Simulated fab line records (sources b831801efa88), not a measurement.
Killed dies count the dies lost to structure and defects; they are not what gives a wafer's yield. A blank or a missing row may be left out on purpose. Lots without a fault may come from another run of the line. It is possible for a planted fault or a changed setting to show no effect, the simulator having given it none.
Which tool did it?	flow gf180mcu	24 lots with 72 wafers sampled at 5 steps, on a route of 602 steps

## WHAT THE GAUGES SHOWED, per wafer
GF_CONTACT_THK_MEAS_01.
lot	measured	on	CONTACT_CVD_00_THK (nm)
L074	day 15 02:51	film-metro-04	303 303 305
L075	day 15 08:59	film-metro-03	297 299 300
L076	day 15 23:32	film-metro-03	301 303 304
L077	day 16 04:30	film-metro-04	301 297 297
L078	day 16 14:13	film-metro-04	298 299 294
L079	day 17 00:35	film-metro-03	303 300 301
L080	day 17 02:27	film-metro-04	302 301 304
L081	day 17 21:19	film-metro-04	303 298 304
L082	day 18 00:02	film-metro-01	301 300 300
L083	day 18 06:30	film-metro-01	303 303 301
L084	day 18 22:40	film-metro-01	299 304 301
L085	day 19 06:59	film-metro-04	302 300 303
L086	day 19 13:33	film-metro-03	296 293 297
L087	day 19 17:07	film-metro-01	294 297 293
L088	day 20 06:40	film-metro-03	297 301 307
L089	day 20 15:13	film-metro-04	303 295 303
L090	day 21 01:37	film-metro-01	298 297 298
L091	day 21 06:49	film-metro-01	297 302 295
L092	day 21 15:00	film-metro-01	302 302 303
L093	day 21 22:22	film-metro-03	297 294 303
L094	day 22 09:58	film-metro-03	303 300 309
L095	day 22 14:04	film-metro-01	301 298 301
L096	day 22 21:32	film-metro-04	307 300 303
L097	day 23 14:40	film-metro-01	303 304 301

GF_V1_THK_MEAS_01.
lot	measured	on	V1_CVD_00_THK (nm)
L074	day 17 01:36	film-metro-01	591 587 600
L075	day 17 09:18	film-metro-02	595 596 589
L076	day 18 00:34	film-metro-03	615 602 606
L077	day 18 05:31	film-metro-03	599 590 602
L078	day 18 15:49	film-metro-01	602 599 603
L079	day 19 02:52	film-metro-02	594 594 599
L080	day 19 04:52	film-metro-02	598 600 600
L081	day 20 00:22	film-metro-01	601 600 596
L082	day 20 02:33	film-metro-02	613 608 608
L083	day 20 10:22	film-metro-03	584 594 597
L084	day 21 01:18	film-metro-01	589 591 591
L085	day 21 11:09	film-metro-02	602 602 600
L086	day 21 16:24	film-metro-02	598 597 603
L087	day 21 20:11	film-metro-02	589 600 593
L088	day 22 09:29	film-metro-03	594 597 597
L089	day 22 17:31	film-metro-03	601 599 596
L090	day 23 02:57	film-metro-02	603 604 595
L091	day 23 08:44	film-metro-02	591 603 595
L092	day 23 16:01	film-metro-03	615 617 611
L093	day 23 23:37	film-metro-02	601 596 602
L094	day 24 10:56	film-metro-03	604 609 602
L095	day 24 13:35	film-metro-01	598 600 603
L096	day 24 21:03	film-metro-02	603 593 601
L097	day 25 14:00	film-metro-01	596 597 594

GF_V1_OVL_MEAS_15.
lot	measured	on	V1_OVL (nm)
L074	day 18 01:44	overlay-02	7 1 3
L075	day 18 09:36	overlay-02	12 6 10
L076	day 19 01:17	overlay-02	6 3 3
L077	day 19 06:24	overlay-01	2 2 7
L078	day 19 16:58	overlay-02	-4 -1 -4
L079	day 20 04:04	overlay-02	-5 -3 6
L080	day 20 06:34	overlay-02	3 6 10
L081	day 21 01:01	overlay-01	6 3 9
L082	day 21 03:16	overlay-01	-1 -4 5
L083	day 21 10:54	overlay-02	-4 -10 -2
L084	day 22 01:49	overlay-01	4 -2 -5
L085	day 22 10:37	overlay-02	-10 -2 -7
L086	day 22 16:23	overlay-02	2 -6 5
L087	day 22 19:43	overlay-02	0 -2 2
L088	day 23 09:11	overlay-02	6 7 9
L089	day 23 16:40	overlay-02	8 8 7
L090	day 24 02:04	overlay-02	1 -3 -3
L091	day 24 07:53	overlay-01	10 -1 1
L092	day 24 15:10	overlay-01	1 9 3
L093	day 24 21:49	overlay-02	1 0 2
L094	day 25 09:07	overlay-02	-3 4 -2
L095	day 25 11:32	overlay-01	-1 -4 4
L096	day 25 19:18	overlay-02	6 11 5
L097	day 26 11:46	overlay-02	2 -2 1

## WHICH TOOL RAN EACH LOT (tool, then ch and the chambers of the sampled wafers, then the start)
lot	GF_M1_SPUTTER_00	GF_V1_CVD_02
L074	pvd-sputter-01, day 16 02:33	pecvd-01 ch 0,1,2, day 17 01:40
L075	pvd-sputter-01, day 16 09:19	pecvd-02 ch 0,1,2, day 17 09:21
L076	pvd-sputter-03, day 16 23:47	pecvd-02 ch 0,1,2, day 18 00:38
L077	pvd-sputter-01, day 17 05:09	pecvd-02 ch 1,2, day 18 05:34
L078	pvd-sputter-03, day 17 14:51	pecvd-02 ch 0,1,2, day 18 15:52
L079	pvd-sputter-03, day 18 01:39	pecvd-01 ch 0,1,2, day 19 02:56
L080	pvd-sputter-03, day 18 03:45	pecvd-02 ch 0,1, day 19 04:56
L081	pvd-sputter-03, day 18 22:47	pecvd-01 ch 0,2, day 20 00:25
L082	pvd-sputter-02, day 19 01:26	pecvd-02 ch 0,2, day 20 02:37
L083	pvd-sputter-02, day 19 08:41	pecvd-03 ch 0,1,2, day 20 10:25
L084	pvd-sputter-02, day 20 00:25	pecvd-02 ch 0,1, day 21 01:20
L085	pvd-sputter-02, day 20 09:40	pecvd-01 ch 0,1,2, day 21 11:13
L086	pvd-sputter-01, day 20 15:38	pecvd-02 ch 0,1,2, day 21 16:26
L087	pvd-sputter-03, day 20 18:49	pecvd-03 ch 0,1,2, day 21 20:15
L088	pvd-sputter-02, day 21 08:56	pecvd-02 ch 0,1,2, day 22 09:34
L089	pvd-sputter-02, day 21 16:38	pecvd-03 ch 0,1, day 22 17:34
L090	pvd-sputter-01, day 22 03:10	pecvd-02 ch 0,1,2, day 23 03:01
L091	pvd-sputter-01, day 22 08:44	pecvd-01 ch 0,1,2, day 23 08:47
L092	pvd-sputter-02, day 22 15:35	pecvd-03 ch 0,2, day 23 16:04
L093	pvd-sputter-02, day 23 00:02	pecvd-01 ch 0,1,2, day 23 23:40
L094	pvd-sputter-02, day 23 11:04	pecvd-02 ch 0,1, day 24 11:00
L095	pvd-sputter-03, day 23 14:26	pecvd-02 ch 0,1, day 24 13:39
L096	pvd-sputter-01, day 23 21:58	pecvd-03 ch 1,2, day 24 21:06
L097	pvd-sputter-01, day 24 14:47	pecvd-03 ch 1,2, day 25 14:03
- GF_M1_SPUTTER_00: material Ti, target thk 37.5 nm, time 150 s.
- GF_V1_CVD_02: deposits SiO2 from TEOS, target thk 850 nm, time 94.851 s.

## AS READ BY THE TOOLS THEMSELVES (means over the sampled wafers that have a number; for cases with no such wafer, the mark the record gives instead)
GF_M1_SPUTTER_00.
lot	tool	throttle-valve-pct (%)
L074	pvd-sputter-01	30.0
L075	pvd-sputter-01	30.7
L076	pvd-sputter-03	30.8
L077	pvd-sputter-01	29.5
L078	pvd-sputter-03	28.9
L079	pvd-sputter-03	30.5
L080	pvd-sputter-03	30.7
L081	pvd-sputter-03	30.5
L082	pvd-sputter-02	29.7
L083	pvd-sputter-02	29.4
L084	pvd-sputter-02	29.4
L085	pvd-sputter-02	29.9
L086	pvd-sputter-01	30.5
L087	pvd-sputter-03	29.0
L088	pvd-sputter-02	29.7
L089	pvd-sputter-02	30.3
L090	pvd-sputter-01	30.6
L091	pvd-sputter-01	29.2
L092	pvd-sputter-02	30.4
L093	pvd-sputter-02	28.6
L094	pvd-sputter-02	30.3
L095	pvd-sputter-03	30.1
L096	pvd-sputter-01	29.5
L097	pvd-sputter-01	31.5

GF_V1_CVD_02.
lot	tool	heater-power-w (W)	susceptor-temp-C (C)
L074	pecvd-01	667	399.97
L075	pecvd-02	642	400.24
L076	pecvd-02	643	400.01
L077	pecvd-02	606	400.21
L078	pecvd-02	604	399.91
L079	pecvd-01	639	400.07
L080	pecvd-02	721	399.96
L081	pecvd-01	587	399.91
L082	pecvd-02	553	400.03
L083	pecvd-03	614	400.00
L084	pecvd-02	740	400.07
L085	pecvd-01	706	399.83
L086	pecvd-02	686	400.22
L087	pecvd-03	607	400.04
L088	pecvd-02	620	399.94
L089	pecvd-03	519	400.14
L090	pecvd-02	674	399.80
L091	pecvd-01	690	400.11
L092	pecvd-03	652	400.15
L093	pecvd-01	667	399.81
L094	pecvd-02	671	399.96
L095	pecvd-02	692	399.98
L096	pecvd-03	631	400.09
L097	pecvd-03	520	400.11

## THE ANSWER, worked out from the rows above alone
Rule: the usual values come from the lots themselves. Put in order of their means at a reading, lots are off if they are a third of the lots or fewer, leave a main group of 4 or more, and stand apart from it by a gap of 3 or more times the standard deviation of the main group's means; of several such gaps the widest counts. A main group whose means are all the same, to the digits that the tables above print for the reading, isn't used. Also off: a lot with no number at a reading for which 4 or more lots have one. Any other lot the step has rows for is counted as sound. Order of review: gauges by route order, followed by the tools' own readings, for which a lot's mean as printed above is used. At the first step where some lot is off, the reading lying furthest off is the one used; lots without a number count as furthest.
No lot is off at any reading shown: from this, nothing can be told.

## WHAT THE SIMULATOR HAD INSERTED
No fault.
